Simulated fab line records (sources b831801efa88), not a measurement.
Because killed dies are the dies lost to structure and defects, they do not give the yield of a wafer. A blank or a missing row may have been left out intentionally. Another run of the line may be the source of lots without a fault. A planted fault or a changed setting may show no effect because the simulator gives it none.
Which tool was responsible? ; flow gf180mcu ; Sampling: 10 lots, 30 wafers, 3 of 602 route steps

== WHAT THE GAUGES READ, wafer by wafer ==
GF_HV_LDD_THK_MEAS_57.
lot;measured;on;HV_LDD_CVD_56_THK (nm)
L260;day 12 15:53;film-metro-04;90.0 89.2 89.3
L262;day 13 04:45;film-metro-03;87.2 87.9 88.4
L264;day 13 19:58;film-metro-03;88.4 88.7 89.0
L265;day 14 06:23;film-metro-02;26.8 27.0 26.4
L267;day 15 03:34;film-metro-04;27.3 27.6 26.9
L275;day 17 18:26;film-metro-02;89.0 88.9 89.2
L277;day 18 04:34;film-metro-02;89.6 90.4 90.7
L278;day 18 15:10;film-metro-04;91.0 91.1 90.6
L279;day 19 00:04;film-metro-04;89.5 90.3 90.2
L283;day 20 03:40;film-metro-02;89.6 89.8 89.9

== EACH LOT AND THE TOOL THAT RAN IT (in order: tool; ch and the chambers of the sampled wafers; start) ==
lot;GF_HV_LDD_STRIP_22;GF_HV_LDD_CVD_56
L260;plasma-asher-01 ch 0,1, day 10 23:04;lpcvd-02 ch 0, day 12 14:27
L262;plasma-asher-03 ch 0,1, day 11 10:55;lpcvd-01 ch 1, day 13 03:18
L264;plasma-asher-01 ch 0,1, day 12 00:25;lpcvd-01 ch 0, day 13 17:49
L265;plasma-asher-01 ch 0,1, day 12 11:04;lpcvd-01 ch 1, day 14 04:57
L267;plasma-asher-03 ch 0,1, day 13 06:46;lpcvd-01 ch 1, day 15 02:08
L275;plasma-asher-01 ch 0, day 15 16:46;lpcvd-01 ch 1, day 17 17:00
L277;plasma-asher-03 ch 0,1, day 16 03:22;lpcvd-01 ch 1, day 18 03:08
L278;plasma-asher-01 ch 0,1, day 16 12:04;lpcvd-02 ch 0, day 18 13:01
L279;plasma-asher-04 ch 0,1, day 16 21:10;lpcvd-01 ch 0, day 18 22:39
L283;plasma-asher-03 ch 0,1, day 18 00:31;lpcvd-01 ch 1, day 20 02:14
- GF_HV_LDD_STRIP_22: strips in O2/N2.
- GF_HV_LDD_CVD_56: deposits Si3N4 from DCS/NH3, target thk 90 nm, time 1543 s.

== THE ANSWER, worked out from the rows above alone ==
Rule: usual is defined by the lots themselves. The widest of any qualifying gaps counts: lots, ordered by their means at a reading, are off when they make up no more than a third of the lots, leave a main group of 4 or more, and stand apart from it by 3 or more times the standard deviation of that group's means. A main group whose means are all the same, to the digits that the tables above print for the reading, isn't used. A lot without any number at a reading at which 4 lots or more have one is off too. The other lots that the step has rows for count as sound.
Off: at GF_HV_LDD_THK_MEAS_57 (HV_LDD_CVD_56_THK), L265, L267. For the main group the mean is 89.5 nm and the standard deviation 0.9.
If a tool, at a process step before that reading, ran all the lots that are off and no sound lot after the first of them, it fits. Those tools and the gauges at GF_HV_LDD_THK_MEAS_57 are tried in the same way. Not one of the candidates tried fits.

== WHAT HAD BEEN PUT IN BY THE SIMULATOR ==
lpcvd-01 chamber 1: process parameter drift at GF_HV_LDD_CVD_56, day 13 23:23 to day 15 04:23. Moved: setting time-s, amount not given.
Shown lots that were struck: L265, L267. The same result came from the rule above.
